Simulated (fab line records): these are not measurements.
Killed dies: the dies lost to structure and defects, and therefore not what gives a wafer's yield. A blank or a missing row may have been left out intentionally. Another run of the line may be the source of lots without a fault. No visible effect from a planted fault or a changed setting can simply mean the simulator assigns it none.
One fault seen from 2 desks    flow gf180mcu    each desk has only its own numbers; what lay behind them comes last

## THE METROLOGY DESK
Means of the sampled wafers that have a number, per lot and without regard to the tool the lot ran on: this is what the gauges read. The brackets show how far a lot's mean lies from the usual mean; more than 4 standard deviations puts the lot out of limits, marked OUT.
Columns: A = HV_LDD_3_TW at GF_HV_LDD_TW_MEAS_38, usual 1438; B = HV_LDD_RS at GF_HV_LDD_RS_MEAS_53, usual 418.2 ohm/sq
lot   first seen here  A     B
L614  day 11 14:35     1450  417.3
L617  day 12 13:05     1461  418.4
L618  day 12 22:41     1458  418.3
L619  day 13 02:41     1441  419.5
L620  day 13 23:53     1438  417.3
L624  day 15 03:59     1441  418.0
L628  day 16 05:19     1482  409.9 (-9.8) OUT
L629  day 16 15:59     1470  409.9 (-9.8) OUT
L631  day 17 06:22     1433  418.6
L632  day 17 18:05     1438  417.7
L634  day 18 04:37     1420  417.9
L637  day 19 00:27     1441  417.5
This desk's finding: out of limits on L628, L629; first on L628, day 17 04:49 (HV_LDD_RS at GF_HV_LDD_RS_MEAS_53). In limits: L614, L617, L618, L619, L620, L624, L631, L632, L634, L637.

## FOR THE TOOL OWNER'S DESK: implanter-03
GF_HV_LDD_IMPLANT_36, tool's own readings: per-lot mean of the sampled wafers with a number, covering each lot this tool ran. The brackets show how far a lot's mean lies from the usual mean; more than 4 standard deviations puts the lot out of limits, marked OUT.
Columns: A = dose-ions-cm2 at GF_HV_LDD_IMPLANT_36, usual 7.5e+12; B = faraday-current-uA at GF_HV_LDD_IMPLANT_36, usual 42.0; C = tilt-deg at GF_HV_LDD_IMPLANT_36, usual 29.997 degrees
lot   first seen here  A                          B               C
L614  day 11 14:20     7.5e+12                    41.8            29.963
L617  day 12 12:52     7.5e+12                    42.4            29.987
L618  day 12 22:26     7.5e+12                    42.3            30.012
L619  day 13 02:26     7.5e+12                    42.9            30.003
L624  day 15 03:45     7.5e+12                    42.0            29.995
L628  day 16 05:05     1.1e+13 (+99 or more) OUT  59.1 (+21) OUT  29.958
L629  day 16 15:44     1.1e+13 (+99 or more) OUT  59.3 (+21) OUT  29.989
This desk's finding: out of limits on L628, L629; first on L628, day 16 05:05 (dose-ions-cm2 at GF_HV_LDD_IMPLANT_36). In limits: L614, L617, L618, L619, L624.

## TAKEN TOGETHER
At day 16 05:05, on L628, L629, the tool owner's desk was in a position to raise an alarm.
The metrology desk could have raised an alarm at day 17 04:49, on L628, L629.
GF_HV_LDD_IMPLANT_36 was run on implanter-03 by each of the lots named.

## WHAT WAS PUT IN BY THE SIMULATOR
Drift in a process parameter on implanter-03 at GF_HV_LDD_IMPLANT_36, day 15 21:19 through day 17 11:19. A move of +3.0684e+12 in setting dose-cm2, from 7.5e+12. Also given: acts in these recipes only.
Lots struck among those shown: L628, L629.
Time in hours from fault onset to the first out-of-limits reading at each desk: tool owner's desk 8, metrology desk 31.
